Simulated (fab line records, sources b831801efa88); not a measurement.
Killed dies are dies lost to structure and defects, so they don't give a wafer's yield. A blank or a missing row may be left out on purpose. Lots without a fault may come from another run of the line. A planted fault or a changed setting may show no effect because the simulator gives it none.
A struck lot beside a sound one | flow sfq_line | 24 steps out of a route of 325
Sound: wafers L363.4, L363.5, L363.6. Struck: wafers L361.2, L361.3, L361.4. The cause comes at the end.
At each step with rows: each side's tool, then ch and its chambers, then its first start. Under that, the readings that differ: sound wafers | struck wafers | difference of the means | sigmas: that difference in standard deviations of wafers without a fault.
alike: readings whose means differ by less than 2 such deviations, and words and numbers that are the same on both sides. not compared: withheld readings, readings that some wafer has no value for, bounds like >300 that may hide the same value, and numbers for which the record gives no deviation and whose values overlap.
The two part at a step that has a row with sigmas, a row that says differs or no value, or rows on one side only. Numbers that don't overlap but have no deviation are shown without sigmas and don't part them. A reading that every wafer of one side lacks parts them only if that side has two wafers or more.

first, 2 steps without rows for these wafers: SFQ_TRILAYER_C5_STRIP_SOLV_CLEAN_156 (cleans in NMP, time 600 s); SFQ_TRILAYER_M6_DEP_PRE_CLEAN_158 (time 22.5 s).
SFQ_TRILAYER_M6_DEP_SPUTTER_157: material Nb, target thk 200 nm, time 133.3 s.
  sound on pvd_sputter-06, day 60 05:40; struck on pvd_sputter-06, day 59 21:17
  alike: substrate_temp_c, throttle_valve_pct
SFQ_M6_RS_MEAS_938: measures by four-point-probe.
  sound on film_metro-04, day 60 05:49; struck on film_metro-04, day 59 21:24
  alike: M6_NB_RS
then, 6 steps without rows for these wafers: SFQ_TRILAYER_M6_LITHO_COAT_164 (resist thk 62 nm); SFQ_TRILAYER_M6_LITHO_COAT_159 (resist thk 600 nm); SFQ_TRILAYER_M6_LITHO_SOFTBAKE_163; SFQ_TRILAYER_M6_LITHO_EXPOSE_160 (exposes mask M6, target cd 500 nm); SFQ_TRILAYER_M6_LITHO_PEB_162 (peb time 60 s); SFQ_TRILAYER_M6_LITHO_DEVELOP_161 (time 60 s).
SFQ_M6_OVL_MEAS_940:
  sound on overlay-01, day 60 15:13; struck on overlay-01, day 60 11:37
  alike: M6_OVL
SFQ_TRILAYER_M6_BARC_OPEN_METAL_ETCH_206: etches BARC in O2, target depth 125 nm, time 41.7 s.
  sound on rie_metal-02 ch 0,1, day 60 15:16; struck on rie_metal-01 ch 0,1, day 60 11:38
  no value came back on the struck wafers for bias_w (W), chamber_pressure_mTorr (mTorr), drypump_motor_current_A (A), oes_product_au (a.u.); on the sound wafers bias_w (W) reads 80.18 80.18 80.14
  reading                                             | sound           | struck            | difference | sigmas
  model.KrF_of_TRILAYER_M6_LITHO_COAT_159.thk_nm (nm) | 522.7 525 527.2 | 576.7 574.9 575.4 | +50.7      |
  not compared: rf_hours_counter_h
SFQ_TRILAYER_M6_ETCH_METAL_ETCH_162: etches Nb in Cl2/Ar, stops on SiO2, target depth 240 nm, time 120 s.
  sound on rie_metal-02 ch 0,1, day 60 15:20; struck on rie_metal-01 ch 0,1, day 60 11:42
  reading                                             | sound             | struck            | difference | sigmas
  oes_product_au (a.u.)                               | 0.887 0.888 0.891 | 0.382 0.370 0.367 | -0.516     | -69
  model.KrF_of_TRILAYER_M6_LITHO_COAT_159.thk_nm (nm) | 383.8 386.6 389.5 | 436.4 434.9 435.1 | +48.8      |
  alike: bias_w, chamber_pressure_mTorr, drypump_motor_current_A
  not compared: rf_hours_counter_h
SFQ_TRILAYER_M6_STRIP_STRIP_163: strips in O2.
  sound on rie_metal-02 ch 0,1, day 60 15:38; struck on rie_metal-01 ch 0,1, day 60 11:50
  alike: drypump_motor_current_A, oes_product_au, platen_temp_c
  not compared: rf_hours_counter_h
then, 1 step without rows for these wafers: SFQ_TRILAYER_M6_STRIP_SOLV_CLEAN_164 (cleans in NMP, time 600 s).
SFQ_TRILAYER_I6_DEP_PECVD_165: deposits SiO2 from SiH4/N2O, time 111.11 s, target thk 500 nm.
  sound on pecvd-04 ch 0,1,2, day 60 16:14; struck on pecvd-02 ch 1,2, day 60 12:36
  alike: heater_power_w, throttle_valve_pct
SFQ_TRILAYER_I6_CMP_CMP_166: polishes SiO2.
  sound on cmp-01 ch 0,3, day 60 19:41; struck on cmp-01 ch 0,1,2, day 60 12:41
  reading             | sound          | struck        | difference | sigmas
  motor_current_A (A) | 12.9 12.6 11.5 | 10.0 9.8 11.3 | -2.0       | -2
  alike: slurry_flow_ml_min, time_to_endpoint_s
SFQ_I6_BOW_MEAS_941:
  sound on film_metro-04, day 60 22:44; struck on film_metro-04, day 60 15:42
  alike: I6_BOW
SFQ_TRILAYER_I6_METRO_MEASURE_167:
  sound on film_metro-04, day 60 23:24; struck on film_metro-04, day 60 16:00
  alike: thk_nm
then, 3 steps without rows for these wafers: SFQ_TRILAYER_I6_VIA_LITHO_COAT_174 (resist thk 62 nm); SFQ_TRILAYER_I6_VIA_LITHO_COAT_169 (resist thk 650 nm); SFQ_TRILAYER_I6_VIA_LITHO_SOFTBAKE_173.
SFQ_TRILAYER_I6_VIA_LITHO_EXPOSE_170: exposes mask I6, target cd 700 nm.
  sound on krf_scanner-02 ch 0, day 62 04:33; struck on krf_scanner-02, day 62 01:45
  no value came back on the struck wafers for exposure_dose_mJ_cm2, focus_offset_nm (nm); on the sound wafers exposure_dose_mJ_cm2 reads 21.288 21.324 21.307
  alike: mask
then, 1 step without rows for these wafers: SFQ_TRILAYER_I6_VIA_LITHO_PEB_172 (peb time 60 s).

WHERE THEY PART
First at SFQ_TRILAYER_M6_BARC_OPEN_METAL_ETCH_206; last, within this record, at SFQ_TRILAYER_I6_VIA_LITHO_EXPOSE_170.

WHY: what the simulator had put in
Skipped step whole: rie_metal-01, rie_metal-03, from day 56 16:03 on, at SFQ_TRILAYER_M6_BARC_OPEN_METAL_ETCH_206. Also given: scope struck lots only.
